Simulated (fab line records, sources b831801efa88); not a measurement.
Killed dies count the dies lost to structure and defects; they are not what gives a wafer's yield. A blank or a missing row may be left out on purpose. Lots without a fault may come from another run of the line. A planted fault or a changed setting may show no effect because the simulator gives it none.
fab line records	flow sky130
record lots=24	wafers=72	lastDay=50
route steps=708 shown CAP2M@617 METAL4@631 VIA4@640 METAL5@667
lots that met no fault: from a run of the same line without faults
startH: hours from the record's first day to the start of the lot's first wafer shown	waitH: hours elapsed since this lot's preceding step	" as in the row above	L1.1+2: a row that stands for several wafers	- value missing, or start not given	* or withheld: withheld	< > ~ a bound
route shown NAME@n: a module of which the file shows steps, and the number in the route of the first	usual: mean/standard deviation taken from wafers without a fault	same: alike in all rows	chamber/n: place in a boat	sites: each site's reading	_std_site: how widely they spread, as a standard deviation	_edge_site: inner sites' mean taken away from outer sites' mean	radiusMm: how far each site lies from the wafer's centre	mask NAME#n: copy n	behind: the tool/chamber that last shaped the wafer	hold: the reason the lot was held/the length of the hold in hours/how it ended	device: transistor that didn't switch, given as n, p or np	end of line: the route-end tests of the same wafers	a step given without rows: its recipe and nothing more	killed: count of dies lost to structure and defects at first sort (not the wafer's yield)	map: shows each die of a wafer: x if killed, . if not, _ if none is there
set.NAME: setting as actually run; set.NAME@STEP: the setting as run at that earlier step	model.NAME: the simulator's own value behind a step, which no gauge read
one table for each step of the route and one row for each wafer, over a sample of lots
services: when a tool's chamber went out of use (startH, in hours from the record's first day, below 0 if earlier), for how many hours, and the reason
## steps
# step SKY_CAP2M_STRIP_14
# recipe chemistry=O2/N2	powerW=1400	pressureMtorr=1500	platenTempC=withheld	o2FlowSccm=3000	n2FlowSccm=300	overashFraction=0.5
# usual drypumpMotorCurrentA=5.72/0.27	oesProductAu=0.710/0.0042	stripTimeToEndpointS=12.70/0.046
lot.wafer	tool	chamber	startH	waitH	drypumpMotorCurrentA	oesProductAu	rfHoursCounterH	stripTimeToEndpointS
L074.3	plasmaAsher-03	0	976.96	0.1	5.63	0.711	-	12.67
L074.4	"	1	"	"	5.42	0.708	-	12.72
L074.6	"	0	"	"	5.67	0.714	-	12.67
L075.1	plasmaAsher-04	1	977.53	0.1	6.16	0.711	55	12.71
L075.3	"	0	"	"	5.58	0.712	-	12.70
L075.4	"	1	"	"	6.16	0.715	-	12.77
L077.4	plasmaAsher-03	0	977.86	0.1	5.62	0.713	-	12.73
L077.5	"	0	"	"	5.63	0.703	-	12.78
L077.6	"	1	"	"	5.43	0.706	-	12.68
L076.4	plasmaAsher-03	0	979.31	0.1	5.63	0.706	-	12.77
L076.5	"	0	"	"	5.64	0.707	-	12.69
L076.6	"	1	"	"	5.41	0.705	-	12.78
L078.2	plasmaAsher-03	0	1019.83	0.1	5.67	0.711	118	12.67
L078.4	"	1	"	"	5.44	0.713	-	12.70
L078.5	"	1	"	"	5.42	0.709	-	12.67
L079.1	plasmaAsher-02	0	1020.03	0.1	5.62	0.708	27	12.69
L079.2	"	1	"	"	5.77	0.715	27	12.67
L079.3	"	0	"	"	5.61	0.705	-	12.68
L081.1	plasmaAsher-03	1	1020.78	0.1	5.42	0.710	118	12.71
L081.2	"	0	"	"	5.69	0.711	118	12.74
L081.4	"	0	"	"	5.68	0.712	-	12.75
L080.1	plasmaAsher-03	1	1021.68	0.1	5.40	0.705	118	12.76
L080.2	"	0	"	"	5.69	0.716	118	12.74
L080.4	"	1	"	"	5.42	0.698	-	12.72
L082.1	plasmaAsher-02	0	1022.63	0.1	5.63	0.714	27	12.71
L082.4	"	0	"	"	5.63	0.704	-	12.73
L082.6	"	1	"	"	5.80	0.708	-	12.70
L084.2	plasmaAsher-04	1	1028.23	0.1	6.21	0.711	59	12.72
L084.4	"	0	"	"	5.58	0.712	-	12.74
L084.5	"	1	"	"	6.21	0.707	-	12.75
L083.2	plasmaAsher-02	0	1030.53	0.1	5.62	0.707	29	12.65
L083.4	"	1	"	"	5.83	0.718	-	12.65
L083.6	"	1	"	"	5.81	0.712	-	12.66
L085.1	plasmaAsher-04	1	1030.73	0.1	6.20	0.720	59	12.69
L085.2	"	0	"	"	5.59	0.710	59	12.83
L085.3	"	0	"	"	5.59	0.709	-	12.72
L086.3	plasmaAsher-03	0	1031.67	0.1	5.65	0.701	-	12.69
L086.5	"	1	"	"	5.41	0.710	-	12.73
L086.6	"	0	"	"	5.65	0.711	-	12.70
L087.2	plasmaAsher-03	0	1041.43	0.1	5.65	0.708	120	12.69
L087.4	"	1	"	"	5.39	0.703	-	12.75
L087.6	"	1	"	"	5.42	0.715	-	12.71
L088.2	plasmaAsher-04	0	1051.43	0.1	5.59	0.712	61	12.72
L088.3	"	1	"	"	6.19	0.713	-	12.68
L088.5	"	1	"	"	6.17	0.702	-	12.65
L089.2	plasmaAsher-04	0	1052.68	0.1	5.58	0.711	61	12.64
L089.3	"	1	"	"	6.17	0.702	-	12.68
L089.4	"	0	"	"	5.60	0.710	-	12.74
L090.1	plasmaAsher-04	1	1066.43	0.1	6.18	0.705	62	12.60
L090.2	"	0	"	"	5.58	0.706	62	12.66
L090.5	"	0	"	"	5.60	0.711	-	12.61
L091.1	plasmaAsher-04	0	1069.33	0.1	5.59	0.707	63	12.70
L091.4	"	0	"	"	5.57	0.715	-	12.71
L091.5	"	1	"	"	6.19	0.705	-	12.78
L092.1	plasmaAsher-04	0	1072.88	0.1	5.60	0.710	63	12.71
L092.2	"	1	"	"	6.15	0.714	63	12.64
L092.5	"	0	"	"	5.59	0.708	-	12.67
L093.1	plasmaAsher-03	0	1085.08	0.1	5.65	0.712	2	12.69
L093.2	"	1	"	"	5.43	0.702	2	12.70
L093.6	"	1	"	"	5.42	0.710	-	12.73
L094.4	plasmaAsher-04	0	1088.87	0.1	5.58	0.713	-	12.76
L094.5	"	0	"	"	5.58	0.711	-	12.68
L094.6	"	1	"	"	6.18	0.711	-	12.76
L095.1	plasmaAsher-04	1	1096.08	0.1	6.17	0.710	66	12.70
L095.4	"	1	"	"	6.17	0.718	-	12.67
L095.6	"	0	"	"	5.56	0.711	-	12.67
L096.1	plasmaAsher-04	0	1098.38	0.1	5.58	0.709	66	12.72
L096.3	"	0	"	"	5.59	0.710	-	12.71
L096.6	"	1	"	"	6.19	0.709	-	12.74
L097.2	plasmaAsher-02	0	1104.13	0.1	5.62	0.710	36	12.79
L097.4	"	1	"	"	5.77	0.709	-	12.76
L097.6	"	1	"	"	5.77	0.718	-	12.71
# step SKY_METAL4_DESCUM_15
# recipe chemistry=O2	sourcePowerW=150	biasPowerW=0	pressureMtorr=10	tempC=40	timeS=8
# usual drypumpMotorCurrentA=5.7/0.62	oesProductAu=1.004/0.0098
lot.wafer	tool	chamber	startH	waitH	drypumpMotorCurrentA	oesProductAu	rfHoursCounterH
L074.3	rieMetal-01	1	1001.48	0.0	5.3	0.993	-
L074.4	"	0	"	"	5.3	0.997	-
L074.6	"	0	"	"	5.2	0.990	-
L075.1	rieMetal-02	1	1002.13	0.0	5.8	1.007	18
L075.3	"	1	"	"	5.8	1.004	-
L075.4	"	0	"	"	6.4	1.005	-
L077.4	rieMetal-03	1	1002.37	0.0	6.3	1.000	-
L077.5	"	1	"	"	6.3	1.003	-
L077.6	"	0	"	"	4.7	1.010	-
L076.4	rieMetal-02	1	1003.37	0.0	5.8	1.001	-
L076.5	"	0	"	"	6.4	1.011	-
L076.6	"	1	"	"	5.7	1.009	-
L078.2	rieMetal-02	0	1043.44	0.0	6.4	1.001	-
L078.4	"	0	"	"	6.4	1.003	-
L078.5	"	0	"	"	6.3	1.004	-
L079.1	rieMetal-01	0	1043.56	0.0	5.3	1.001	22
L079.2	"	1	"	"	5.3	0.999	18
L079.3	"	0	"	"	5.3	1.012	-
L081.1	rieMetal-01	1	1044.13	0.0	5.3	1.006	18
L081.2	"	0	"	"	5.3	1.005	23
L081.4	"	1	"	"	5.3	0.999	-
L080.1	rieMetal-01	0	1044.77	0.0	5.3	1.008	23
L080.2	"	1	"	"	5.3	1.008	18
L080.4	"	0	"	"	5.3	1.012	-
L082.1	rieMetal-01	1	1045.93	0.0	5.3	1.007	19
L082.4	"	1	"	"	5.3	1.004	-
L082.6	"	1	"	"	5.3	0.998	-
L084.2	rieMetal-02	0	1051.24	0.0	6.4	1.004	-
L084.4	"	0	"	"	6.4	1.007	-
L084.5	"	0	"	"	6.4	1.003	-
L083.2	rieMetal-02	0	1053.43	0.0	6.4	1.021	-
L083.4	"	0	"	"	6.4	1.010	-
L083.6	"	0	"	"	6.4	1.019	-
L085.1	rieMetal-02	0	1053.77	0.0	6.3	1.008	12
L085.2	"	0	"	"	6.4	1.017	-
L085.3	"	0	"	"	6.3	1.010	-
L086.3	rieMetal-03	0	1054.74	0.0	4.7	1.020	-
L086.5	"	1	"	"	6.2	1.016	-
L086.6	"	0	"	"	4.7	1.015	-
L087.2	rieMetal-03	0	1064.91	0.0	4.7	1.016	19
L087.4	"	0	"	"	4.7	1.005	-
L087.6	"	1	"	"	6.2	0.997	-
L088.2	rieMetal-03	1	1073.57	0.0	6.2	1.001	20
L088.3	"	1	"	"	6.3	0.996	-
L088.5	"	0	"	"	4.7	1.017	-
L089.2	rieMetal-03	0	1075.03	0.0	4.7	1.002	20
L089.3	"	0	"	"	4.7	1.008	-
L089.4	"	1	"	"	6.3	0.982	-
L090.1	rieMetal-02	1	1087.67	0.0	5.8	0.991	2
L090.2	"	0	"	"	6.4	1.004	13
L090.5	"	1	"	"	5.8	0.987	-
L091.1	rieMetal-01	0	1090.82	0.0	5.3	1.003	26
L091.4	"	1	"	"	5.3	1.006	-
L091.5	"	1	"	"	5.3	0.992	-
L092.1	rieMetal-02	0	1094.41	0.0	6.4	1.006	14
L092.2	"	1	"	"	5.8	0.984	2
L092.5	"	0	"	"	6.4	1.006	-
L093.1	rieMetal-02	1	1105.66	0.0	5.8	0.985	3
L093.2	"	0	"	"	6.4	1.010	15
L093.6	"	0	"	"	6.4	1.005	-
L094.4	rieMetal-01	0	1108.99	0.0	5.3	0.990	-
L094.5	"	0	"	"	5.3	0.995	-
L094.6	"	1	"	"	5.3	1.000	-
L095.1	rieMetal-02	1	1117.27	0.0	5.7	0.988	4
L095.4	"	0	"	"	6.4	1.011	-
L095.6	"	0	"	"	6.4	1.017	-
L096.1	rieMetal-03	0	1119.26	0.0	4.7	1.013	24
L096.3	"	0	"	"	4.7	1.020	-
L096.6	"	0	"	"	4.7	1.010	-
L097.2	rieMetal-03	1	1125.17	0.0	6.3	0.997	25
L097.4	"	0	"	"	4.7	1.011	-
L097.6	"	1	"	"	6.3	1.005	-
# step SKY_VIA4_THK_MEAS_01
# recipe reads=SiO2_of_VIA4_HDPCVD_00
# usual VIA4_HDPCVD_THK=1758/18
lot.wafer	tool	chamber	startH	waitH	VIA4_HDPCVD_THK[nm]
L074.3	filmMetro-01	-	1002.63	0.1	1767
L074.4	"	-	"	"	1770
L074.6	"	-	"	"	1761
L075.1	filmMetro-04	-	1003.31	0.1	1727
L075.3	"	-	"	"	1742
L075.4	"	-	"	"	1766
L077.4	filmMetro-04	-	1003.60	0.0	1750
L077.5	"	-	"	"	1754
L077.6	"	-	"	"	1753
L076.4	filmMetro-02	-	1004.53	0.0	1780
L076.5	"	-	"	"	1768
L076.6	"	-	"	"	1760
L078.2	filmMetro-04	-	1044.66	0.1	1757
L078.4	"	-	"	"	1747
L078.5	"	-	"	"	1746
L079.1	filmMetro-04	-	1044.93	0.2	1749
L079.2	"	-	"	"	1789
L079.3	"	-	"	"	1742
L081.1	filmMetro-01	-	1045.31	0.2	1739
L081.2	"	-	"	"	1781
L081.4	"	-	"	"	1772
L080.1	filmMetro-04	-	1045.96	0.2	1730
L080.2	"	-	"	"	1762
L080.4	"	-	"	"	1723
L082.1	filmMetro-01	-	1047.20	0.1	1757
L082.4	"	-	"	"	1764
L082.6	"	-	"	"	1743
L084.2	filmMetro-04	-	1052.46	0.1	1744
L084.4	"	-	"	"	1726
L084.5	"	-	"	"	1731
L083.2	filmMetro-01	-	1054.66	0.1	1790
L083.4	"	-	"	"	1773
L083.6	"	-	"	"	1806
L085.1	filmMetro-01	-	1055.01	0.1	1769
L085.2	"	-	"	"	1739
L085.3	"	-	"	"	1780
L086.3	filmMetro-01	-	1055.84	0.1	1744
L086.5	"	-	"	"	1730
L086.6	"	-	"	"	1780
L087.2	filmMetro-01	-	1066.03	0.1	1746
L087.4	"	-	"	"	1741
L087.6	"	-	"	"	1772
L088.2	filmMetro-04	-	1074.71	0.1	1766
L088.3	"	-	"	"	1789
L088.5	"	-	"	"	1734
L089.2	filmMetro-01	-	1076.14	0.1	1790
L089.3	"	-	"	"	1739
L089.4	"	-	"	"	1776
L090.1	filmMetro-01	-	1088.77	0.1	1750
L090.2	"	-	"	"	1761
L090.5	"	-	"	"	1735
L091.1	filmMetro-01	-	1091.95	0.1	1764
L091.4	"	-	"	"	1789
L091.5	"	-	"	"	1773
L092.1	filmMetro-02	-	1095.55	0.1	1758
L092.2	"	-	"	"	1754
L092.5	"	-	"	"	1764
L093.1	filmMetro-01	-	1106.78	0.1	1778
L093.2	"	-	"	"	1793
L093.6	"	-	"	"	1788
L094.4	filmMetro-02	-	1110.14	0.0	1753
L094.5	"	-	"	"	1776
L094.6	"	-	"	"	1760
L095.1	filmMetro-04	-	1118.55	0.1	1761
L095.4	"	-	"	"	1756
L095.6	"	-	"	"	1761
L096.1	filmMetro-01	-	1120.54	0.1	1752
L096.3	"	-	"	"	1763
L096.6	"	-	"	"	1743
L097.2	filmMetro-02	-	1126.50	0.1	1772
L097.4	"	-	"	"	1760
L097.6	"	-	"	"	1747
# step SKY_METAL5_THK_MEAS_06
# recipe thkMeasGauge=xrf	reads=AlCu_of_METAL5_SPUTTER_02
# usual METAL5_ALCU_THK=1135/16
lot.wafer	tool	chamber	startH	waitH	METAL5_ALCU_THK[nm]
L074.3	filmMetro-03	-	1026.98	0.1	1145
L074.4	"	-	"	"	1129
L074.6	"	-	"	"	1138
L075.1	filmMetro-01	-	1027.91	0.1	1121
L075.3	"	-	"	"	1121
L075.4	"	-	"	"	1110
L077.4	filmMetro-04	-	1028.54	0.1	1138
L077.5	"	-	"	"	1120
L077.6	"	-	"	"	1126
L076.4	filmMetro-04	-	1029.44	0.1	1112
L076.5	"	-	"	"	1117
L076.6	"	-	"	"	1143
L078.2	filmMetro-03	-	1068.60	0.1	1148
L078.4	"	-	"	"	1132
L078.5	"	-	"	"	1102
L079.1	filmMetro-01	-	1069.45	0.1	1141
L079.2	"	-	"	"	1145
L079.3	"	-	"	"	1136
L081.1	filmMetro-03	-	1069.80	0.1	1137
L081.2	"	-	"	"	1144
L081.4	"	-	"	"	1133
L080.1	filmMetro-01	-	1070.73	0.1	1157
L080.2	"	-	"	"	1151
L080.4	"	-	"	"	1126
L082.1	filmMetro-03	-	1071.21	0.1	1151
L082.4	"	-	"	"	1140
L082.6	"	-	"	"	1115
L084.2	filmMetro-04	-	1076.82	0.1	1146
L084.4	"	-	"	"	1155
L084.5	"	-	"	"	1149
L083.2	filmMetro-04	-	1078.91	0.1	1150
L083.4	"	-	"	"	1120
L083.6	"	-	"	"	1152
L085.1	filmMetro-04	-	1079.56	0.1	1122
L085.2	"	-	"	"	1163
L085.3	"	-	"	"	1169
L086.3	filmMetro-01	-	1079.88	0.1	1129
L086.5	"	-	"	"	1146
L086.6	"	-	"	"	1134
L087.2	filmMetro-04	-	1090.42	0.1	1156
L087.4	"	-	"	"	1143
L087.6	"	-	"	"	1132
L088.2	filmMetro-03	-	1097.36	0.1	1117
L088.3	"	-	"	"	1141
L088.5	"	-	"	"	1104
L089.2	filmMetro-03	-	1097.61	0.1	1154
L089.3	"	-	"	"	1133
L089.4	"	-	"	"	1137
L090.1	filmMetro-03	-	1112.45	0.1	1130
L090.2	"	-	"	"	1143
L090.5	"	-	"	"	1138
L091.1	filmMetro-03	-	1114.69	0.1	1116
L091.4	"	-	"	"	1102
L091.5	"	-	"	"	1113
L092.1	filmMetro-03	-	1117.75	0.1	1140
L092.2	"	-	"	"	1123
L092.5	"	-	"	"	1141
L093.1	filmMetro-01	-	1128.95	0.1	1115
L093.2	"	-	"	"	1121
L093.6	"	-	"	"	1123
L094.4	filmMetro-04	-	1130.72	0.1	1158
L094.5	"	-	"	"	1149
L094.6	"	-	"	"	1159
L095.1	filmMetro-01	-	1140.90	0.1	1129
L095.4	"	-	"	"	1103
L095.6	"	-	"	"	1115
L096.1	filmMetro-03	-	1143.29	0.1	1147
L096.3	"	-	"	"	1124
L096.6	"	-	"	"	1118
L097.2	filmMetro-03	-	1147.26	0.1	1146
L097.4	"	-	"	"	1141
L097.6	"	-	"	"	1146
# step SKY_METAL5_DESCUM_14
# recipe chemistry=O2	sourcePowerW=150	biasPowerW=0	pressureMtorr=10	tempC=40	timeS=11
# usual drypumpMotorCurrentA=5.8/0.59	oesProductAu=1.003/0.013
lot.wafer	tool	chamber	startH	waitH	drypumpMotorCurrentA	oesProductAu	rfHoursCounterH
L074.3	rieMetal-02	0	1049.18	0.1	6.4	1.003	-
L074.4	"	0	"	"	6.3	1.002	-
L074.6	"	0	"	"	6.3	0.998	-
L075.1	rieMetal-04	0	1049.42	0.1	5.8	1.021	11
L075.3	"	1	"	"	6.1	0.983	-
L075.4	"	0	"	"	5.8	1.024	-
L077.4	rieMetal-03	1	1050.58	0.1	6.3	1.005	-
L077.5	"	1	"	"	6.3	0.988	-
L077.6	"	0	"	"	4.7	1.006	-
L076.4	rieMetal-04	1	1051.68	0.1	6.1	0.990	-
L076.5	"	0	"	"	5.8	1.033	-
L076.6	"	1	"	"	6.1	0.996	-
L078.2	rieMetal-04	1	1089.42	0.1	6.1	0.996	22
L078.4	"	0	"	"	5.8	1.021	-
L078.5	"	1	"	"	6.1	0.997	-
L079.1	rieMetal-02	0	1090.32	0.1	6.4	1.010	14
L079.2	"	1	"	"	5.8	0.997	2
L079.3	"	0	"	"	6.4	1.013	-
L081.1	rieMetal-03	0	1090.47	0.1	4.7	1.015	21
L081.2	"	1	"	"	6.3	0.993	22
L081.4	"	1	"	"	6.3	1.002	-
L080.1	rieMetal-03	0	1091.52	0.1	4.7	1.007	21
L080.2	"	1	"	"	6.3	0.996	22
L080.4	"	1	"	"	6.2	0.989	-
L082.1	rieMetal-04	0	1092.17	0.1	5.8	1.017	13
L082.4	"	1	"	"	6.1	0.991	-
L082.6	"	0	"	"	5.8	1.021	-
L084.2	rieMetal-04	0	1095.66	0.1	5.9	1.016	14
L084.4	"	0	"	"	5.9	1.020	-
L084.5	"	0	"	"	5.8	1.028	-
L083.2	rieMetal-03	1	1098.57	0.1	6.3	0.993	23
L083.4	"	0	"	"	4.7	1.018	-
L083.6	"	1	"	"	6.3	1.003	-
L085.1	rieMetal-02	1	1100.11	0.1	5.7	0.988	3
L085.2	"	0	"	"	6.4	1.010	15
L085.3	"	0	"	"	6.3	1.012	-
L086.3	rieMetal-04	1	1100.42	0.1	6.0	0.999	-
L086.5	"	1	"	"	6.1	0.997	-
L086.6	"	0	"	"	5.8	1.021	-
L087.2	rieMetal-03	0	1110.42	0.1	4.7	1.013	23
L087.4	"	1	"	"	6.3	0.989	-
L087.6	"	0	"	"	4.7	1.007	-
L088.2	rieMetal-03	0	1117.57	0.1	4.7	1.018	24
L088.3	"	0	"	"	4.6	1.016	-
L088.5	"	1	"	"	6.3	1.000	-
L089.2	rieMetal-03	0	1117.87	0.1	4.7	1.012	24
L089.3	"	0	"	"	4.7	1.009	-
L089.4	"	1	"	"	6.3	1.003	-
L090.1	rieMetal-03	1	1132.87	0.1	6.3	0.996	26
L090.2	"	0	"	"	4.7	1.010	25
L090.5	"	0	"	"	4.7	1.017	-
L091.1	rieMetal-02	0	1135.22	0.1	6.4	1.010	17
L091.4	"	1	"	"	5.7	0.981	-
L091.5	"	1	"	"	5.7	0.979	-
L092.1	rieMetal-02	0	1138.01	0.1	6.4	1.000	17
L092.2	"	1	"	"	5.8	0.979	6
L092.5	"	0	"	"	6.4	1.009	-
L093.1	rieMetal-03	0	1148.02	0.1	4.7	1.005	27
L093.2	"	1	"	"	6.3	0.998	27
L093.6	"	0	"	"	4.7	1.010	-
L094.4	rieMetal-02	0	1149.23	0.1	6.4	1.007	-
L094.5	"	1	"	"	5.8	0.979	-
L094.6	"	0	"	"	6.4	1.018	-
L095.1	rieMetal-02	0	1158.27	0.1	6.4	1.014	19
L095.4	"	1	"	"	5.8	0.969	-
L095.6	"	0	"	"	6.3	1.011	-
L096.1	rieMetal-04	0	1160.86	0.1	5.9	1.007	19
L096.3	"	1	"	"	6.1	0.994	-
L096.6	"	1	"	"	6.1	0.993	-
L097.2	rieMetal-04	0	1163.98	0.1	5.8	1.010	-
L097.4	"	0	"	"	5.8	1.012	-
L097.6	"	0	"	"	5.8	1.007	-
# step SKY_METAL5_METAL_ETCH_15
# recipe targetDepthA=12600	stopOn=SiO2	overEtchFrac=0.2	timeS=252	chemistry=Cl2/BCl3	resistSidewallDeg=86	pressureMtorr=10	icpW=900	biasW=48.5	Cl2_flow_sccm=60	bcl3FlowSccm=30
# usual drypumpMotorCurrentA=5.8/0.59	oesProductAu=0.894/0.0051	throttleValvePct=22.263/0.0089
lot.wafer	tool	chamber	startH	waitH	drypumpMotorCurrentA	oesProductAu	rfHoursCounterH	throttleValvePct
L074.3	rieMetal-02	0	1049.38	0.2	6.4	0.899	-	22.266
L074.4	"	0	"	"	6.4	0.880	-	22.280
L074.6	"	0	"	"	6.4	0.893	-	22.253
L075.1	rieMetal-04	0	1049.46	0.0	5.8	0.894	11	22.270
L075.3	"	1	"	"	6.1	0.891	-	22.253
L075.4	"	0	"	"	5.8	0.893	-	22.267
L077.4	rieMetal-03	1	1050.68	0.1	6.3	0.886	-	22.248
L077.5	"	1	"	"	6.3	0.895	-	22.258
L077.6	"	0	"	"	4.7	0.895	-	22.251
L076.4	rieMetal-04	1	1051.78	0.1	6.1	0.894	-	22.262
L076.5	"	0	"	"	5.9	0.897	-	22.264
L076.6	"	1	"	"	6.1	0.894	-	22.253
L078.2	rieMetal-04	1	1089.46	0.0	6.1	0.894	22	22.261
L078.4	"	0	"	"	5.9	0.895	-	22.259
L078.5	"	1	"	"	6.0	0.891	-	22.270
L079.1	rieMetal-02	0	1090.36	0.0	6.4	0.896	14	22.243
L079.2	"	1	"	"	5.8	0.891	2	22.275
L079.3	"	0	"	"	6.4	0.901	-	22.266
L081.1	rieMetal-03	0	1090.50	0.0	4.7	0.892	21	22.264
L081.2	"	1	"	"	6.2	0.892	22	22.275
L081.4	"	1	"	"	6.3	0.894	-	22.262
L080.1	rieMetal-03	0	1091.56	0.0	4.7	0.900	21	22.271
L080.2	"	1	"	"	6.3	0.891	22	22.268
L080.4	"	1	"	"	6.3	0.886	-	22.256
L082.1	rieMetal-04	0	1092.21	0.0	5.8	0.888	13	22.255
L082.4	"	1	"	"	6.1	0.893	-	22.276
L082.6	"	0	"	"	5.8	0.891	-	22.282
L084.2	rieMetal-04	0	1095.69	0.0	5.8	0.897	14	22.266
L084.4	"	0	"	"	5.8	0.897	-	22.273
L084.5	"	0	"	"	5.8	0.903	-	22.270
L083.2	rieMetal-03	1	1098.60	0.0	6.3	0.892	23	22.264
L083.4	"	0	"	"	4.7	0.887	-	22.256
L083.6	"	1	"	"	6.3	0.909	-	22.257
L085.1	rieMetal-02	1	1100.14	0.0	5.7	0.891	3	22.261
L085.2	"	0	"	"	6.4	0.896	15	22.266
L085.3	"	0	"	"	6.4	0.902	-	22.267
L086.3	rieMetal-04	1	1100.52	0.1	6.1	0.895	-	22.248
L086.5	"	1	"	"	6.1	0.885	-	22.266
L086.6	"	0	"	"	5.8	0.892	-	22.270
L087.2	rieMetal-03	0	1110.45	0.0	4.7	0.895	23	22.280
L087.4	"	1	"	"	6.2	0.889	-	22.272
L087.6	"	0	"	"	4.7	0.894	-	22.246
L088.2	rieMetal-03	0	1117.61	0.0	4.6	0.888	24	22.261
L088.3	"	0	"	"	4.7	0.894	-	22.253
L088.5	"	1	"	"	6.3	0.887	-	22.275
L089.2	rieMetal-03	0	1117.90	0.0	4.7	0.898	24	22.264
L089.3	"	0	"	"	4.7	0.898	-	22.261
L089.4	"	1	"	"	6.3	0.896	-	22.252
L090.1	rieMetal-03	1	1132.90	0.0	6.3	0.903	26	22.265
L090.2	"	0	"	"	4.7	0.899	25	22.256
L090.5	"	0	"	"	4.7	0.886	-	22.261
L091.1	rieMetal-02	0	1135.26	0.0	6.4	0.891	17	22.254
L091.4	"	1	"	"	5.7	0.887	-	22.264
L091.5	"	1	"	"	5.7	0.894	-	22.276
L092.1	rieMetal-02	0	1138.04	0.0	6.4	0.894	18	22.270
L092.2	"	1	"	"	5.7	0.902	6	22.251
L092.5	"	0	"	"	6.4	0.899	-	22.248
L093.1	rieMetal-03	0	1148.06	0.0	4.7	0.894	27	22.266
L093.2	"	1	"	"	6.2	0.893	27	22.282
L093.6	"	0	"	"	4.7	0.898	-	22.261
L094.4	rieMetal-02	0	1149.33	0.1	6.4	0.889	-	22.262
L094.5	"	1	"	"	5.8	0.893	-	22.253
L094.6	"	0	"	"	6.4	0.889	-	22.261
L095.1	rieMetal-02	0	1158.31	0.0	6.4	0.892	19	22.270
L095.4	"	1	"	"	5.8	0.892	-	22.249
L095.6	"	0	"	"	6.4	0.893	-	22.271
L096.1	rieMetal-04	0	1160.89	0.0	5.8	0.900	19	22.262
L096.3	"	1	"	"	6.1	0.886	-	22.274
L096.6	"	1	"	"	6.1	0.897	-	22.257
L097.2	rieMetal-04	0	1164.12	0.1	5.9	0.897	-	22.271
L097.4	"	0	"	"	5.8	0.893	-	22.271
L097.6	"	0	"	"	5.9	0.895	-	22.256
## services
tool	chamber	startH	hours	kind
plasmaAsher-02	-	968.48	3.2	repair
rieMetal-02	1	978.43	20.2	repair
plasmaAsher-04	-	990.53	3.7	repair
plasmaAsher-04	-	1019.29	7.7	repair
plasmaAsher-03	-	1022.89	5.8	repair
rieMetal-02	1	1040.36	-	clean
rieMetal-02	1	1040.36	13.5	scheduledDown
rieMetal-02	1	1040.36	13.5	ventCycle
plasmaAsher-04	-	1043.21	2.4	repair
plasmaAsher-03	-	1055.25	9.0	pm
plasmaAsher-03	0	1055.25	9.0	ventCycle
plasmaAsher-03	1	1055.25	9.0	ventCycle
plasmaAsher-03	-	1064.25	2.8	pm
plasmaAsher-03	0	1064.25	-	clean
plasmaAsher-03	1	1064.25	-	clean
rieMetal-04	-	1067.15	2.8	pm
plasmaAsher-02	-	1077.83	0.8	repair
plasmaAsher-04	-	1106.51	2.5	repair
rieMetal-01	0	1116.68	-	clean
rieMetal-02	-	1149.49	0.5	repair
rieMetal-04	1	1161.38	-	clean
rieMetal-04	1	1161.38	-	consumableReplace:focusRing
rieMetal-04	1	1161.38	18.1	scheduledDown
rieMetal-04	1	1161.38	18.1	ventCycle
## key
fault none
